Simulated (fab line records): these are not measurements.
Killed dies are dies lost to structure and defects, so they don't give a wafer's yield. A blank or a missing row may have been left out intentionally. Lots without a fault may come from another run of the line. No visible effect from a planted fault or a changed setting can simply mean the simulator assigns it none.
Which tool is to blame? :: flow gf180mcu :: 24 lots with 72 wafers sampled at 6 steps, on a route of 602 steps

## WHAT EACH GAUGE READ, for each wafer
GF_V4_OVL_MEAS_15. Usual: for V4_OVL the level is 3 nm and the standard deviation is 4.5.
lot: L074
measured: day 24 11:18
on: overlay-02
V4_OVL (nm): 7 6 16
flag: 

lot: L075
measured: day 24 15:50
on: overlay-02
V4_OVL (nm): -1 -2 1
flag: 

lot: L076
measured: day 25 14:26
on: overlay-02
V4_OVL (nm): -4 -6 -2
flag: 

lot: L077
measured: day 26 04:20
on: overlay-01
V4_OVL (nm): 0 7 2
flag: 

lot: L078
measured: day 26 06:17
on: overlay-01
V4_OVL (nm): 12 9 10
flag: 

lot: L079
measured: day 26 09:50
on: overlay-02
V4_OVL (nm): 0 2 -1
flag: 

lot: L080
measured: day 26 10:40
on: overlay-01
V4_OVL (nm): 2 1 2
flag: 

lot: L081
measured: day 27 05:41
on: overlay-02
V4_OVL (nm): -4 -4 5
flag: 

lot: L082
measured: day 27 10:59
on: overlay-01
V4_OVL (nm): 3 5 10
flag: 

lot: L083
measured: day 28 01:29
on: overlay-02
V4_OVL (nm): 1 5 4
flag: 

lot: L084
measured: day 28 03:20
on: overlay-01
V4_OVL (nm): 3 -1 5
flag: 

lot: L085
measured: day 28 03:58
on: overlay-02
V4_OVL (nm): 6 8 6
flag: 

lot: L086
measured: day 28 06:53
on: overlay-02
V4_OVL (nm): 3 2 2
flag: 

lot: L087
measured: day 28 22:47
on: overlay-01
V4_OVL (nm): 8 5 4
flag: 

lot: L088
measured: day 29 03:13
on: overlay-01
V4_OVL (nm): 1 3 0
flag: 

lot: L089
measured: day 29 05:56
on: overlay-01
V4_OVL (nm): 4 -3 -2
flag: 

lot: L090
measured: day 29 19:59
on: overlay-02
V4_OVL (nm): 6 6 5
flag: 

lot: L092
measured: day 30 10:50
on: overlay-01
V4_OVL (nm): 8 12 6
flag: 

lot: L091
measured: day 30 15:32
on: overlay-02
V4_OVL (nm): 5 1 4
flag: 

lot: L093
measured: day 30 16:44
on: overlay-02
V4_OVL (nm): 0 -1 5
flag: 

lot: L094
measured: day 30 19:29
on: overlay-02
V4_OVL (nm): -8 3 1
flag: 

lot: L095
measured: day 30 22:20
on: overlay-01
V4_OVL (nm): 2 -4 -1
flag: 

lot: L096
measured: day 30 22:53
on: overlay-01
V4_OVL (nm): 7 -2 4
flag: 

lot: L097
measured: day 31 15:07
on: overlay-01
V4_OVL (nm): 2 -4 -4
flag: 

GF_V4_RS_MEAS_24: measures by four-point-probe. Usual: for V4_W_RS the level is 0.326 ohm/sq and the standard deviation is 0.0033.
lot: L074
measured: day 24 12:41
on: film_metro-03
V4_W_RS (ohm/sq): 0.324 0.322 0.325
flag: 

lot: L075
measured: day 24 16:46
on: film_metro-04
V4_W_RS (ohm/sq): 0.327 0.325 0.323
flag: 

lot: L076
measured: day 25 15:20
on: film_metro-03
V4_W_RS (ohm/sq): 0.327 0.326 0.327
flag: 

lot: L077
measured: day 26 05:15
on: film_metro-01
V4_W_RS (ohm/sq): 0.322 0.325 0.322
flag: 

lot: L078
measured: day 26 07:13
on: film_metro-01
V4_W_RS (ohm/sq): 0.326 0.328 0.326
flag: 

lot: L079
measured: day 26 10:46
on: film_metro-04
V4_W_RS (ohm/sq): 0.335 0.332 0.331
flag: 

lot: L080
measured: day 26 11:35
on: film_metro-03
V4_W_RS (ohm/sq): 0.321 0.328 0.323
flag: 

lot: L081
measured: day 27 06:39
on: film_metro-03
V4_W_RS (ohm/sq): 0.330 0.326 0.324
flag: 

lot: L082
measured: day 27 11:57
on: film_metro-04
V4_W_RS (ohm/sq): 0.331 0.329 0.326
flag: 

lot: L083
measured: day 28 02:23
on: film_metro-01
V4_W_RS (ohm/sq): 0.328 0.326 0.328
flag: 

lot: L084
measured: day 28 04:18
on: film_metro-01
V4_W_RS (ohm/sq): 0.322 0.321 0.320
flag: 

lot: L085
measured: day 28 04:56
on: film_metro-01
V4_W_RS (ohm/sq): 0.326 0.326 0.324
flag: 

lot: L086
measured: day 28 07:47
on: film_metro-03
V4_W_RS (ohm/sq): 0.327 0.324 0.324
flag: 

lot: L087
measured: day 28 23:45
on: film_metro-01
V4_W_RS (ohm/sq): 0.326 0.324 0.328
flag: 

lot: L088
measured: day 29 04:08
on: film_metro-04
V4_W_RS (ohm/sq): 0.326 0.325 0.328
flag: 

lot: L089
measured: day 29 06:55
on: film_metro-01
V4_W_RS (ohm/sq): 0.335 0.331 0.337
flag: 

lot: L090
measured: day 29 20:58
on: film_metro-04
V4_W_RS (ohm/sq): 0.329 0.331 0.327
flag: 

lot: L092
measured: day 30 11:44
on: film_metro-03
V4_W_RS (ohm/sq): 0.321 0.320 0.319
flag: 

lot: L091
measured: day 30 16:28
on: film_metro-03
V4_W_RS (ohm/sq): 0.326 0.327 0.325
flag: 

lot: L093
measured: day 30 17:38
on: film_metro-03
V4_W_RS (ohm/sq): 0.328 0.328 0.325
flag: 

lot: L094
measured: day 30 20:25
on: film_metro-04
V4_W_RS (ohm/sq): 0.327 0.326 0.327
flag: 

lot: L095
measured: day 30 23:18
on: film_metro-01
V4_W_RS (ohm/sq): 0.325 0.323 0.323
flag: 

lot: L096
measured: day 30 23:49
on: film_metro-01
V4_W_RS (ohm/sq): 0.326 0.327 0.325
flag: 

lot: L097
measured: day 31 16:02
on: film_metro-04
V4_W_RS (ohm/sq): 0.323 0.326 0.329
flag: 

GF_TOP_METAL_RS_MEAS_05: measures by four-point-probe. Usual: for TOP_METAL_ALCU_RS the level is 0.0328 ohm/sq and the standard deviation is 0.00031.
lot: L074
measured: day 27 08:47
on: film_metro-01
TOP_METAL_ALCU_RS (ohm/sq): 0.0325 0.0326 0.0327
flag: 

lot: L075
measured: day 27 12:00
on: film_metro-02
TOP_METAL_ALCU_RS (ohm/sq): 0.0329 0.0332 0.0329
flag: 

lot: L076
measured: day 28 08:50
on: film_metro-01
TOP_METAL_ALCU_RS (ohm/sq): 0.0318 0.0322 0.0323
flag: 

lot: L077
measured: day 28 21:43
on: film_metro-02
TOP_METAL_ALCU_RS (ohm/sq): 0.0326 0.0326 0.0330
flag: 

lot: L078
measured: day 29 00:22
on: film_metro-02
TOP_METAL_ALCU_RS (ohm/sq): 0.0327 0.0327 0.0326
flag: 

lot: L079
measured: day 29 03:16
on: film_metro-02
TOP_METAL_ALCU_RS (ohm/sq): 0.0327 0.0328 0.0325
flag: 

lot: L080
measured: day 29 03:36
on: film_metro-03
TOP_METAL_ALCU_RS (ohm/sq): 0.0329 0.0326 0.0327
flag: 

lot: L081
measured: day 29 22:33
on: film_metro-03
TOP_METAL_ALCU_RS (ohm/sq): 0.0336 0.0338 0.0335
flag: 

lot: L082
measured: day 30 03:13
on: film_metro-02
TOP_METAL_ALCU_RS (ohm/sq): 0.0325 0.0329 0.0327
flag: 

lot: L083
measured: day 30 15:52
on: film_metro-03
TOP_METAL_ALCU_RS (ohm/sq): 0.0324 0.0326 0.0326
flag: 

lot: L084
measured: day 30 18:00
on: film_metro-03
TOP_METAL_ALCU_RS (ohm/sq): 0.0326 0.0330 0.0327
flag: 

lot: L085
measured: day 30 18:56
on: film_metro-03
TOP_METAL_ALCU_RS (ohm/sq): 0.0327 0.0326 0.0324
flag: 

lot: L086
measured: day 30 22:12
on: film_metro-02
TOP_METAL_ALCU_RS (ohm/sq): 0.0329 0.0330 0.0330
flag: 

lot: L087
measured: day 31 11:26
on: film_metro-01
TOP_METAL_ALCU_RS (ohm/sq): 0.0331 0.0330 0.0330
flag: 

lot: L088
measured: day 31 15:53
on: film_metro-03
TOP_METAL_ALCU_RS (ohm/sq): 0.0325 0.0329 0.0328
flag: 

lot: L089
measured: day 31 18:21
on: film_metro-03
TOP_METAL_ALCU_RS (ohm/sq): 0.0325 0.0325 0.0327
flag: 

lot: L090
measured: day 32 07:33
on: film_metro-01
TOP_METAL_ALCU_RS (ohm/sq): 0.0328 0.0330 0.0327
flag: 

lot: L092
measured: day 32 18:54
on: film_metro-01
TOP_METAL_ALCU_RS (ohm/sq): 0.0329 0.0328 0.0331
flag: 

lot: L091
measured: day 33 00:54
on: film_metro-02
TOP_METAL_ALCU_RS (ohm/sq): 0.0328 0.0334 0.0332
flag: 

lot: L093
measured: day 33 01:26
on: film_metro-02
TOP_METAL_ALCU_RS (ohm/sq): 0.0325 0.0330 0.0328
flag: 

lot: L094
measured: day 33 04:19
on: film_metro-02
TOP_METAL_ALCU_RS (ohm/sq): 0.0329 0.0326 0.0334
flag: 

lot: L095
measured: day 33 07:23
on: film_metro-02
TOP_METAL_ALCU_RS (ohm/sq): 0.0326 0.0328 0.0326
flag: 

lot: L096
measured: day 33 11:49
on: film_metro-02
TOP_METAL_ALCU_RS (ohm/sq): 0.0331 0.0331 0.0330
flag: 

lot: L097
measured: day 33 21:01
on: film_metro-01
TOP_METAL_ALCU_RS (ohm/sq): 0.0333 0.0330 0.0331
flag: 

GF_PASSIVATION_THK_MEAS_03. Usual: for PASSIVATION_CVD_02_THK the level is 700 nm and the standard deviation is 8.4.
lot: L074
measured: day 28 05:29
on: film_metro-04
PASSIVATION_CVD_02_THK (nm): 692 697 694
flag: 

lot: L075
measured: day 28 09:03
on: film_metro-03
PASSIVATION_CVD_02_THK (nm): 678 698 695
flag: 

lot: L076
measured: day 29 05:37
on: film_metro-04
PASSIVATION_CVD_02_THK (nm): 685 706 696
flag: 

lot: L077
measured: day 29 18:43
on: film_metro-01
PASSIVATION_CVD_02_THK (nm): 693 709 709
flag: 

lot: L078
measured: day 29 20:28
on: film_metro-01
PASSIVATION_CVD_02_THK (nm): 698 691 705
flag: 

lot: L079
measured: day 29 23:40
on: film_metro-01
PASSIVATION_CVD_02_THK (nm): 691 696 703
flag: 

lot: L080
measured: day 29 23:35
on: film_metro-04
PASSIVATION_CVD_02_THK (nm): 699 695 693
flag: 

lot: L081
measured: day 30 19:07
on: film_metro-01
PASSIVATION_CVD_02_THK (nm): 702 703 710
flag: 

lot: L082
measured: day 30 23:47
on: film_metro-04
PASSIVATION_CVD_02_THK (nm): 712 706 715
flag: 

lot: L083
measured: day 31 11:10
on: film_metro-04
PASSIVATION_CVD_02_THK (nm): 696 702 712
flag: 

lot: L084
measured: day 31 13:19
on: film_metro-03
PASSIVATION_CVD_02_THK (nm): 691 698 691
flag: 

lot: L085
measured: day 31 13:32
on: film_metro-01
PASSIVATION_CVD_02_THK (nm): 684 695 708
flag: 

lot: L086
measured: day 31 17:12
on: film_metro-04
PASSIVATION_CVD_02_THK (nm): 707 700 717
flag: 

lot: L087
measured: day 32 05:50
on: film_metro-04
PASSIVATION_CVD_02_THK (nm): 700 711 715
flag: 

lot: L088
measured: day 32 10:56
on: film_metro-01
PASSIVATION_CVD_02_THK (nm): 699 693 706
flag: 

lot: L089
measured: day 32 13:13
on: film_metro-03
PASSIVATION_CVD_02_THK (nm): 703 700 701
flag: 

lot: L090
measured: day 33 00:52
on: film_metro-03
PASSIVATION_CVD_02_THK (nm): 693 708 703
flag: 

lot: L092
measured: day 33 12:17
on: film_metro-01
PASSIVATION_CVD_02_THK (nm): 691 705 699
flag: 

lot: L091
measured: day 33 17:03
on: film_metro-04
PASSIVATION_CVD_02_THK (nm): 690 702 700
flag: 

lot: L093
measured: day 33 17:47
on: film_metro-04
PASSIVATION_CVD_02_THK (nm): 689 688 688
flag: 

lot: L094
measured: day 33 21:23
on: film_metro-01
PASSIVATION_CVD_02_THK (nm): 692 711 710
flag: 

lot: L095
measured: day 34 00:38
on: film_metro-01
PASSIVATION_CVD_02_THK (nm): 695 704 705
flag: 

lot: L096
measured: day 34 04:38
on: film_metro-01
PASSIVATION_CVD_02_THK (nm): 703 704 706
flag: 

lot: L097
measured: day 34 13:32
on: film_metro-04
PASSIVATION_CVD_02_THK (nm): 704 692 706
flag: 

## EACH LOT AND THE TOOL THAT RAN IT (in order: tool; ch and the chambers of the sampled wafers; start)
lot: L074
GF_MIM_SPUTTER_08: pvd_sputter-02, day 24 13:28
GF_PASSIVATION_CVD_02: pecvd-02 ch 0,1,2, day 28 05:19

lot: L075
GF_MIM_SPUTTER_08: pvd_sputter-03, day 24 17:34
GF_PASSIVATION_CVD_02: pecvd-02 ch 0,1,2, day 28 08:44

lot: L076
GF_MIM_SPUTTER_08: pvd_sputter-03, day 25 16:11
GF_PASSIVATION_CVD_02: pecvd-03 ch 0,1,2, day 29 05:20

lot: L077
GF_MIM_SPUTTER_08: pvd_sputter-03, day 26 06:05
GF_PASSIVATION_CVD_02: pecvd-01 ch 2, day 29 18:17

lot: L078
GF_MIM_SPUTTER_08: pvd_sputter-02, day 26 08:02
GF_PASSIVATION_CVD_02: pecvd-02 ch 0,1,2, day 29 20:11

lot: L079
GF_MIM_SPUTTER_08: pvd_sputter-01, day 26 11:35
GF_PASSIVATION_CVD_02: pecvd-02 ch 1,2, day 29 23:22

lot: L080
GF_MIM_SPUTTER_08: pvd_sputter-01, day 26 12:31
GF_PASSIVATION_CVD_02: pecvd-01 ch 0,1,2, day 29 23:17

lot: L081
GF_MIM_SPUTTER_08: pvd_sputter-03, day 27 07:31
GF_PASSIVATION_CVD_02: pecvd-01 ch 0,1, day 30 18:41

lot: L082
GF_MIM_SPUTTER_08: pvd_sputter-02, day 27 12:44
GF_PASSIVATION_CVD_02: pecvd-02 ch 0,1,2, day 30 23:37

lot: L083
GF_MIM_SPUTTER_08: pvd_sputter-01, day 28 03:14
GF_PASSIVATION_CVD_02: pecvd-02 ch 0,1, day 31 10:53

lot: L084
GF_MIM_SPUTTER_08: pvd_sputter-02, day 28 05:06
GF_PASSIVATION_CVD_02: pecvd-01 ch 1,2, day 31 13:01

lot: L085
GF_MIM_SPUTTER_08: pvd_sputter-03, day 28 05:47
GF_PASSIVATION_CVD_02: pecvd-02 ch 0,2, day 31 13:14

lot: L086
GF_MIM_SPUTTER_08: pvd_sputter-02, day 28 08:38
GF_PASSIVATION_CVD_02: pecvd-01 ch 0,1,2, day 31 16:52

lot: L087
GF_MIM_SPUTTER_08: pvd_sputter-03, day 29 00:34
GF_PASSIVATION_CVD_02: pecvd-02 ch 1,2, day 32 05:32

lot: L088
GF_MIM_SPUTTER_08: pvd_sputter-02, day 29 04:58
GF_PASSIVATION_CVD_02: pecvd-02 ch 0,1, day 32 10:40

lot: L089
GF_MIM_SPUTTER_08: pvd_sputter-03, day 29 07:46
GF_PASSIVATION_CVD_02: pecvd-01 ch 0,1,2, day 32 12:56

lot: L090
GF_MIM_SPUTTER_08: pvd_sputter-03, day 29 21:46
GF_PASSIVATION_CVD_02: pecvd-03 ch 0,1, day 33 00:34

lot: L092
GF_MIM_SPUTTER_08: pvd_sputter-03, day 30 12:35
GF_PASSIVATION_CVD_02: pecvd-02 ch 0,1, day 33 12:00

lot: L091
GF_MIM_SPUTTER_08: pvd_sputter-02, day 30 17:17
GF_PASSIVATION_CVD_02: pecvd-02 ch 1,2, day 33 16:46

lot: L093
GF_MIM_SPUTTER_08: pvd_sputter-02, day 30 18:29
GF_PASSIVATION_CVD_02: pecvd-01 ch 0,1,2, day 33 17:30

lot: L094
GF_MIM_SPUTTER_08: pvd_sputter-03, day 30 21:14
GF_PASSIVATION_CVD_02: pecvd-02 ch 0,1, day 33 21:05

lot: L095
GF_MIM_SPUTTER_08: pvd_sputter-01, day 31 00:08
GF_PASSIVATION_CVD_02: pecvd-03 ch 1,2, day 34 00:11

lot: L096
GF_MIM_SPUTTER_08: pvd_sputter-03, day 31 00:40
GF_PASSIVATION_CVD_02: pecvd-01 ch 0,1,2, day 34 04:21

lot: L097
GF_MIM_SPUTTER_08: pvd_sputter-03, day 31 16:52
GF_PASSIVATION_CVD_02: pecvd-03 ch 0,2, day 34 13:15
- GF_MIM_SPUTTER_08: material AlCu, target thk 200 nm, time 10.6 s.
- GF_PASSIVATION_CVD_02: deposits Si3N4, target thk 700 nm, time 486.18 s.

## AS READ BY THE TOOLS THEMSELVES (means over the sampled wafers that have a number; for cases with no such wafer, the mark the record gives instead)
GF_MIM_SPUTTER_08. Usual: chamber_pressure_pa 0.4000 Pa, standard deviation 0.0008; throttle_valve_pct 29.9 %, standard deviation 1.2.
lot: L074
tool: pvd_sputter-02
chamber_pressure_pa (Pa): 0.4001
throttle_valve_pct (%): 30.6
flag: 

lot: L075
tool: pvd_sputter-03
chamber_pressure_pa (Pa): 0.3996
throttle_valve_pct (%): 28.4
flag: 

lot: L076
tool: pvd_sputter-03
chamber_pressure_pa (Pa): 0.3997
throttle_valve_pct (%): 29.6
flag: 

lot: L077
tool: pvd_sputter-03
chamber_pressure_pa (Pa): 0.4000
throttle_valve_pct (%): 29.1
flag: 

lot: L078
tool: pvd_sputter-02
chamber_pressure_pa (Pa): 0.4004
throttle_valve_pct (%): 31.5
flag: 

lot: L079
tool: pvd_sputter-01
chamber_pressure_pa (Pa): 0.3991
throttle_valve_pct (%): 29.5
flag: 

lot: L080
tool: pvd_sputter-01
chamber_pressure_pa (Pa): 0.4004
throttle_valve_pct (%): 29.8
flag: 

lot: L081
tool: pvd_sputter-03
chamber_pressure_pa (Pa): 0.4003
throttle_valve_pct (%): 30.2
flag: 

lot: L082
tool: pvd_sputter-02
chamber_pressure_pa (Pa): 0.4000
throttle_valve_pct (%): 31.1
flag: 

lot: L083
tool: pvd_sputter-01
chamber_pressure_pa (Pa): 0.4001
throttle_valve_pct (%): 29.6
flag: 

lot: L084
tool: pvd_sputter-02
chamber_pressure_pa (Pa): 0.3992
throttle_valve_pct (%): 30.0
flag: 

lot: L085
tool: pvd_sputter-03
chamber_pressure_pa (Pa): 0.3996
throttle_valve_pct (%): 30.2
flag: 

lot: L086
tool: pvd_sputter-02
chamber_pressure_pa (Pa): 0.3997
throttle_valve_pct (%): 30.3
flag: 

lot: L087
tool: pvd_sputter-03
chamber_pressure_pa (Pa): 0.4011
throttle_valve_pct (%): 29.1
flag: 

lot: L088
tool: pvd_sputter-02
chamber_pressure_pa (Pa): 0.3998
throttle_valve_pct (%): 30.0
flag: 

lot: L089
tool: pvd_sputter-03
chamber_pressure_pa (Pa): 0.3996
throttle_valve_pct (%): 29.1
flag: 

lot: L090
tool: pvd_sputter-03
chamber_pressure_pa (Pa): 0.3998
throttle_valve_pct (%): 30.0
flag: 

lot: L092
tool: pvd_sputter-03
chamber_pressure_pa (Pa): 0.3999
throttle_valve_pct (%): 29.4
flag: 

lot: L091
tool: pvd_sputter-02
chamber_pressure_pa (Pa): 0.3994
throttle_valve_pct (%): 31.9
flag: 

lot: L093
tool: pvd_sputter-02
chamber_pressure_pa (Pa): 0.4001
throttle_valve_pct (%): 30.6
flag: 

lot: L094
tool: pvd_sputter-03
chamber_pressure_pa (Pa): 0.4002
throttle_valve_pct (%): 30.7
flag: 

lot: L095
tool: pvd_sputter-01
chamber_pressure_pa (Pa): 0.4001
throttle_valve_pct (%): 28.7
flag: 

lot: L096
tool: pvd_sputter-03
chamber_pressure_pa (Pa): 0.4004
throttle_valve_pct (%): 29.1
flag: 

lot: L097
tool: pvd_sputter-03
chamber_pressure_pa (Pa): 0.3999
throttle_valve_pct (%): 30.0
flag: 

GF_PASSIVATION_CVD_02. Usual: heater_power_outer_w 405 W, standard deviation 75; heater_power_w 732 W, standard deviation 95.
lot: L074
tool: pecvd-02
heater_power_outer_w (W): 381
heater_power_w (W): 735
flag: 

lot: L075
tool: pecvd-02
heater_power_outer_w (W): 332
heater_power_w (W): 678
flag: 

lot: L076
tool: pecvd-03
heater_power_outer_w (W): 462
heater_power_w (W): 748
flag: 

lot: L077
tool: pecvd-01
heater_power_outer_w (W): 342
heater_power_w (W): 651
flag: 

lot: L078
tool: pecvd-02
heater_power_outer_w (W): 396
heater_power_w (W): 744
flag: 

lot: L079
tool: pecvd-02
heater_power_outer_w (W): 397
heater_power_w (W): 747
flag: 

lot: L080
tool: pecvd-01
heater_power_outer_w (W): 423
heater_power_w (W): 733
flag: 

lot: L081
tool: pecvd-01
heater_power_outer_w (W): 450
heater_power_w (W): 756
flag: 

lot: L082
tool: pecvd-02
heater_power_outer_w (W): 400
heater_power_w (W): 775
flag: 

lot: L083
tool: pecvd-02
heater_power_outer_w (W): 385
heater_power_w (W): 739
flag: 

lot: L084
tool: pecvd-01
heater_power_outer_w (W): 428
heater_power_w (W): 769
flag: 

lot: L085
tool: pecvd-02
heater_power_outer_w (W): 378
heater_power_w (W): 728
flag: 

lot: L086
tool: pecvd-01
heater_power_outer_w (W): 389
heater_power_w (W): 697
flag: 

lot: L087
tool: pecvd-02
heater_power_outer_w (W): 412
heater_power_w (W): 783
flag: 

lot: L088
tool: pecvd-02
heater_power_outer_w (W): 362
heater_power_w (W): 696
flag: 

lot: L089
tool: pecvd-01
heater_power_outer_w (W): 387
heater_power_w (W): 700
flag: 

lot: L090
tool: pecvd-03
heater_power_outer_w (W): 495
heater_power_w (W): 765
flag: 

lot: L092
tool: pecvd-02
heater_power_outer_w (W): 319
heater_power_w (W): 646
flag: 

lot: L091
tool: pecvd-02
heater_power_outer_w (W): 376
heater_power_w (W): 725
flag: 

lot: L093
tool: pecvd-01
heater_power_outer_w (W): 390
heater_power_w (W): 686
flag: 

lot: L094
tool: pecvd-02
heater_power_outer_w (W): 339
heater_power_w (W): 667
flag: 

lot: L095
tool: pecvd-03
heater_power_outer_w (W): 474
heater_power_w (W): 752
flag: 

lot: L096
tool: pecvd-01
heater_power_outer_w (W): 422
heater_power_w (W): 743
flag: 

lot: L097
tool: pecvd-03
heater_power_outer_w (W): 414
heater_power_w (W): 724
flag: 

## THE ANSWER, worked out from the rows above alone
Rule: a lot counts as off when the mean over its wafers that have a number is more than 3 standard deviations away from the usual mean. A lot without any number at a reading at which 4 lots or more have one is off too. All remaining lots with rows at the step are treated as sound. Order of review: gauges by route order, followed by the tools' own readings, for which a lot's mean as printed above is used. The first step at which some lot is off is used, and at that step the reading that is off furthest; a lot without a number counts as furthest.
Across all readings shown, no lot is off: no conclusion can be drawn from this.

## WHAT THE SIMULATOR PUT IN
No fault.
